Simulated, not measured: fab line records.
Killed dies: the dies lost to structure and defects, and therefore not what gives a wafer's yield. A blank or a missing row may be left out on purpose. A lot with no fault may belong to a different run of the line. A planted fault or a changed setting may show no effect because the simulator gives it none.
A single fault, viewed from 2 desks :: flow gf180mcu :: what lay behind the numbers comes last; until then each desk has only its own

FROM THE METROLOGY DESK
Means of the sampled wafers that have a number, per lot and without regard to the tool the lot ran on: this is what the gauges read. If a lot's mean is further than 4 standard deviations from the usual mean, the lot is out of limits and carries the mark OUT (the distance appears in the brackets).
Columns: A = V5_CVD_02_THK at GF_V5_THK_MEAS_03, usual 1456 nm; B = PASSIVATION_CVD_00_THK at GF_PASSIVATION_THK_MEAS_01, usual 1005 nm
lot: L584
first seen here: day 26 02:46
A: 1446
B: 1013

lot: L585
first seen here: day 26 13:55
A: 1468
B: 1003

lot: L586
first seen here: day 26 23:49
A: 1461
B: 999

lot: L587
first seen here: day 27 02:28
A: 1461
B: 1002

lot: L588
first seen here: day 27 12:27
A: 1464
B: 1011

lot: L589
first seen here: day 27 23:02
A: 1448
B: 997

lot: L590
first seen here: day 28 06:12
A: 1456
B: 1018

lot: L591
first seen here: day 28 09:27
A: 1457
B: 1001

lot: L597
first seen here: day 30 14:38
A: 1454
B: 1052

lot: L599
first seen here: day 31 02:00
A: 1461
B: 1136 (+10) OUT

lot: L600
first seen here: day 31 02:17
A: 1476
B: 1086 (+6.2) OUT

lot: L601
first seen here: day 31 14:43
A: 1472
B: 1015

lot: L604
first seen here: day 32 08:49
A: 1476
B: 1011
This desk's finding: out of limits on L599, L600; first on L599, day 32 15:08 (PASSIVATION_CVD_00_THK at GF_PASSIVATION_THK_MEAS_01). In limits: L584, L585, L586, L587, L588, L589, L590, L591, L597, L601, L604.

DESK OF THE TOOL OWNER: pecvd-03
The tool's own readings at GF_PASSIVATION_CVD_00 (deposits SiO2 from TEOS, target thk 1000 nm, time 111.95 s): means of the sampled wafers that have a number, for each lot that ran on this tool. If a lot's mean is further than 4 standard deviations from the usual mean, the lot is out of limits and carries the mark OUT (the distance appears in the brackets).
Columns: A = heater-power-w at GF_PASSIVATION_CVD_00, usual 700 W; B = run-length-s at GF_PASSIVATION_CVD_00, usual 140.0 s
lot: L590
first seen here: day 29 23:04
A: 862
B: 139.6

lot: L597
first seen here: day 32 03:50
A: 786
B: 145.0 (+11) OUT

lot: L599
first seen here: day 32 15:03
A: 792
B: 154.8 (+34) OUT

lot: L600
first seen here: day 32 15:46
A: 754
B: 147.7 (+18) OUT
This desk's finding: out of limits on L597, L599, L600; first on L597, day 32 03:50 (run-length-s at GF_PASSIVATION_CVD_00). In limits: L590.

PUT TOGETHER
The tool owner's desk could have raised an alarm at day 32 03:50, on L597, L599, L600.
An alarm was possible from the metrology desk at day 32 15:08, on L599, L600.
The metrology desk has L597 on record, within its limits.
Of the lots named, all ran GF_PASSIVATION_CVD_00 on pecvd-03.

WHAT HAD BEEN PUT IN BY THE SIMULATOR
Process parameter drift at GF_PASSIVATION_CVD_00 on pecvd-03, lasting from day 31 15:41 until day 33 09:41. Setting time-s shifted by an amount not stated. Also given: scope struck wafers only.
Struck lots among those shown: L597, L599, L600.
Fault start to first reading out of limits, in hours, per desk: tool owner, 12; metrology, 23.
